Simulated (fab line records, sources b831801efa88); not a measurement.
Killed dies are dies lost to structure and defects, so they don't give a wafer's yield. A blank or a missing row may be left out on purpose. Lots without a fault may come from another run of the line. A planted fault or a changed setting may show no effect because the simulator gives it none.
Which tool did it? | flow sky130 | 13 lots, 39 wafers sampled, at 5 steps of a route of 708

WHAT THE GAUGES READ, wafer by wafer
SKY_NWELL_OVL_MEAS_23.
lot  | measured     | on         | NWELL_01_OVL (nm)
L353 | day 5 09:17  | overlay-01 | 0.3 0.6 -1.5
L356 | day 6 06:52  | overlay-02 | 1.3 2.9 0.8
L359 | day 6 20:50  | overlay-02 | 0.3 -0.2 0.2
L361 | day 7 12:56  | overlay-02 | 0.9 1.0 0.7
L362 | day 7 20:50  | overlay-01 | -1.0 0.5 -1.2
L365 | day 8 10:23  | overlay-02 | 2.5 -0.6 1.4
L366 | day 8 14:41  | overlay-02 | -0.8 0.2 -1.8
L367 | day 8 19:53  | overlay-02 | 0.1 0.9 0.0
L369 | day 9 10:09  | overlay-01 | 1.0 2.1 -0.6
L370 | day 9 14:53  | overlay-01 | -1.0 0.4 1.2
L371 | day 9 20:50  | overlay-02 | 0.0 0.9 2.7
L372 | day 10 09:48 | overlay-01 | -0.5 -0.3 -0.3
L376 | day 11 01:32 | overlay-01 | -2.0 -1.0 0.1

SKY_NWELL_RS_MEAS_29: measures by four-point-probe.
lot  | measured     | on            | NWELL_RS (ohm/sq)
L353 | day 5 09:47  | film_metro-04 | 623.7 624.3 622.5
L356 | day 6 07:22  | film_metro-04 | 628.3 626.5 628.5
L359 | day 6 21:22  | film_metro-02 | 624.6 624.8 625.6
L361 | day 7 13:33  | film_metro-02 | 622.7 624.2 621.8
L362 | day 7 21:26  | film_metro-02 | 625.8 626.0 627.4
L365 | day 8 10:53  | film_metro-02 | 624.1 625.1 623.5
L366 | day 8 15:11  | film_metro-04 | 624.7 625.2 623.7
L367 | day 8 20:24  | film_metro-01 | 602.6 606.4 604.9 603.1 605.3 604.6
L369 | day 9 10:39  | film_metro-01 | 625.9 626.2 625.7
L370 | day 9 15:24  | film_metro-02 | 623.4 624.8 622.9
L371 | day 9 21:20  | film_metro-04 | 604.1 605.1 606.4 604.7 607.3 606.2
L372 | day 10 10:18 | film_metro-04 | 605.5 606.8 606.7 605.9 606.3 606.7
L376 | day 11 02:03 | film_metro-02 | 622.9 622.9 623.9

SKY_VT_ADJUST_LVTN_OVL_MEAS_18.
lot  | measured     | on         | VT_ADJUST_LVTN_01_OVL (nm)
L353 | day 7 20:12  | overlay-01 | -1.1 0.7 -1.0
L356 | day 8 20:06  | overlay-02 | 0.6 1.8 1.4
L359 | day 9 10:56  | overlay-02 | -0.2 0.5 0.0
L361 | day 10 04:27 | overlay-01 | 1.9 2.6 -0.2
L362 | day 10 11:54 | overlay-01 | -1.0 0.1 -3.1
L365 | day 11 04:39 | overlay-01 | 0.1 1.5 0.1
L366 | day 11 07:59 | overlay-02 | 1.8 1.4 1.3
L367 | day 11 16:23 | overlay-01 | 1.5 0.2 -1.1
L369 | day 12 07:44 | overlay-02 | 1.8 1.7 1.3
L370 | day 12 11:29 | overlay-01 | -1.2 -1.3 -1.5
L371 | day 12 19:41 | overlay-02 | 1.5 0.1 -0.8
L372 | day 13 10:33 | overlay-02 | 1.9 -0.2 2.8
L376 | day 14 04:34 | overlay-01 | -0.5 0.4 0.4

WHICH TOOL RAN EACH LOT (tool, then ch and the chambers of the sampled wafers, then the start)
lot  | SKY_FIELD_ISO_SOFTBAKE_09                    | SKY_NWELL_IMPLANT_11
L353 | litho_track-03 ch 0, day 4 15:19 or earlier  | implanter-02 ch 0, day 4 15:19
L356 | litho_track-03 ch 0, day 5 11:23 or earlier  | implanter-04 ch 0, day 5 11:23
L359 | litho_track-03 ch 0, day 6 01:10 or earlier  | implanter-04 ch 0, day 6 01:10
L361 | litho_track-01 ch 0, day 6 16:34 or earlier  | implanter-04 ch 0, day 6 16:34
L362 | litho_track-01 ch 0, day 7 00:07 or earlier  | implanter-04 ch 0, day 7 00:07
L365 | litho_track-01 ch 0, day 7 13:04 or earlier  | implanter-01 ch 0, day 7 13:04
L366 | litho_track-03 ch 0, day 7 17:43 or earlier  | implanter-02 ch 0, day 7 17:43
L367 | litho_track-02 ch 0, day 7 22:29 or earlier  | implanter-02 ch 0, day 7 22:29
L369 | litho_track-01 ch 0, day 8 12:49 or earlier  | implanter-01 ch 0, day 8 12:49
L370 | litho_track-03 ch 0, day 8 18:04 or earlier  | implanter-01 ch 0, day 8 18:04
L371 | litho_track-02 ch 0, day 9 00:07 or earlier  | implanter-02 ch 0, day 9 00:07
L372 | litho_track-02 ch 0, day 9 12:25 or earlier  | implanter-02 ch 0, day 9 12:25
L376 | litho_track-01 ch 0, day 10 02:05 or earlier | implanter-01 ch 0, day 10 02:05
- SKY_FIELD_ISO_SOFTBAKE_09: time 94.5 s.
- SKY_NWELL_IMPLANT_11

WHAT THE TOOLS THEMSELVES READ (means of the sampled wafers that have a number; where no wafer has one, the mark that the record gives instead)
SKY_FIELD_ISO_SOFTBAKE_09.
lot  | tool           | plate_sensor_t_centre_C (C) | plate_sensor_t_edge_C (C)
L353 | litho_track-03 | 100.89                      | 100.96
L356 | litho_track-03 | 100.89                      | 100.95
L359 | litho_track-03 | 100.89                      | 100.95
L361 | litho_track-01 | 100.89                      | 100.95
L362 | litho_track-01 | 100.88                      | 100.95
L365 | litho_track-01 | 100.89                      | 100.96
L366 | litho_track-03 | 100.88                      | 100.97
L367 | litho_track-02 | 100.89                      | 100.95
L369 | litho_track-01 | 100.89                      | 100.95
L370 | litho_track-03 | 100.89                      | 100.96
L371 | litho_track-02 | 100.88                      | 100.95
L372 | litho_track-02 | 100.88                      | 100.94
L376 | litho_track-01 | 100.89                      | 100.95

SKY_NWELL_IMPLANT_11.
lot  | tool         | beam_energy_keV
L353 | implanter-02 | 399.98
L356 | implanter-04 | 399.95
L359 | implanter-04 | 400.05
L361 | implanter-04 | 399.99
L362 | implanter-04 | 400.05
L365 | implanter-01 | 400.03
L366 | implanter-02 | 399.90
L367 | implanter-02 | 457.11
L369 | implanter-01 | 400.00
L370 | implanter-01 | 400.05
L371 | implanter-02 | 457.18
L372 | implanter-02 | 457.15
L376 | implanter-01 | 400.13

THE ANSWER, worked out from the rows above alone
Rule: what is usual is taken from the lots themselves. Put in order of their means at a reading, lots are off if they are a third of the lots or fewer, leave a main group of 4 or more, and stand apart from it by a gap of 3 or more times the standard deviation of the main group's means; of several such gaps the widest counts. A main group whose means are all the same, to the digits that the tables above print for the reading, isn't used. A lot without any number at a reading at which 4 lots or more have one is off too. The other lots that the step has rows for count as sound. The gauges are gone through in route order, then the tools' own readings, and for those a lot's mean is taken as printed above. The first step at which some lot is off is used, and at that step the reading that is off furthest; a lot without a number counts as furthest.
Off: L367, L371, L372, at SKY_NWELL_RS_MEAS_29 (NWELL_RS). The main group: mean 624.7 ohm/sq, standard deviation 1.5.
A tool fits if, at a process step before that reading, it ran every lot that is off, and no sound lot after the first of them. The gauges at SKY_NWELL_RS_MEAS_29 aren't tried: what is off there is off at SKY_NWELL_IMPLANT_11 too, on other tools, and a gauge's error can't cause that. SKY_FIELD_ISO_SOFTBAKE_09 gives no start for some lots, so the hours and the order of its lots are those of SKY_NWELL_IMPLANT_11. Can't be told from this: 2 tools fit, litho_track-02 at SKY_FIELD_ISO_SOFTBAKE_09, implanter-02 at SKY_NWELL_IMPLANT_11.

WHAT THE SIMULATOR HAD PUT IN
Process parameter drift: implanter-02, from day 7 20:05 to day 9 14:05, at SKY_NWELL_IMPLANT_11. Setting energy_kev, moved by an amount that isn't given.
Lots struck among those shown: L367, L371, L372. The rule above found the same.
